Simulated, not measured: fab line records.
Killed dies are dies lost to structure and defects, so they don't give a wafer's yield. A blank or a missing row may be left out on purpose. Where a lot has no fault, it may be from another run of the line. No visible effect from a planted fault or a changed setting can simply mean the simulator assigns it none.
Problem report in the 8D (eight disciplines) form, filled by code + flow sky130 + the parts of the form that need people (team, actions taken, sign-off) are left out

== 1. THE ISSUE ==
Mean of developer_temp_C at SKY_PWDE_DEVELOP_06: 23.89 C across 6 wafers in 2 lots; on wafers with no fault it is 23.00 C (standard deviation 0.11). Measured from the usual mean, that is +8.1 standard deviations.
The step: develop time 60 s.
Earliest sighting: wafer L344.2 on litho_track-01 at day 4 14:00. Wafers with a number at this step in the record: 39, from 13 lots. Rule for "out", or "out of limits": more than 4 standard deviations from the usual mean. The rest of the wafers with a number are treated as sound.

== 2. WHAT IT IS, AND WHAT IT ISN'T ==
| question                    | is                     | is not                                                                                                              |
|-----------------------------|------------------------|---------------------------------------------------------------------------------------------------------------------|
| which readings at this step | developer_temp_C       | resist_line_temp_C                                                                                                  |
| which lots                  | L344, L346             | L341, L342, L347, L354, L356, L358, L359, L360, L361, L363, L364                                                    |
| which wafers of those lots  | all that have a number | -                                                                                                                   |
| read on which tools         | litho_track-01         | litho_track-04                                                                                                      |
| when                        | from day 4 14:00       | up to then (6 sound wafers); but 27 sound wafers of L347, L354, L356, L358, L359, L360, L361, L363, L364 came after |

== 3. SUSPECTS, AND WHAT RULES EACH OUT ==
Counting: any tool at a process step up to the reading is kept as a suspect provided that every lot that is out went through it and no sound lot did after the first of them.
- litho_track-01 at SKY_PWDE_DEVELOP_06 (develop time 60 s): ruled out as a lasting fault. Sound lots L356, L359, L361, L363, L364 ran on it after its first lot that is out, L344 (day 4 14:00).
Left after counting: nothing in the record.

== 4. THE CAUSE (what the simulator had put in) ==
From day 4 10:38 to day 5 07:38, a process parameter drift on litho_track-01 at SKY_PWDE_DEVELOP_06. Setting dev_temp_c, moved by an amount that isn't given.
Counting ruled it out, wrongly.

== 5. THE CHAIN OF EFFECTS, in route order ==
One row per reading whose mean, taken over the struck wafers that have a number, lies over 3 standard deviations from the usual. Scope: only readings with a usual standard deviation given in the record; hours: median across lots of the time from each lot's start at the first step in this table that gives one to its start at this step; sigmas: change in usual standard deviations.
| hours | step                | reading          | usual   | on struck wafers | change | sigmas |
|-------|---------------------|------------------|---------|------------------|--------|--------|
| 0     | SKY_PWDE_DEVELOP_06 | developer_temp_C | 23.00 C | 23.89            | +0.89  | +8.1   |
Process steps it contains:
- SKY_PWDE_DEVELOP_06: develop time 60 s.
Later steps that measure or inspect, where all struck wafers having a row at the step show a number for every such reading and not one has moved that far: SKY_SD_N_TW_MEAS_12, SKY_METAL1_THK_MEAS_06.

== 6. WHAT WOULD HAVE CAUGHT IT SOONER ==
In this record no reading fell out of limits until day 4 14:00, 3 hours after the fault had begun at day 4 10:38.
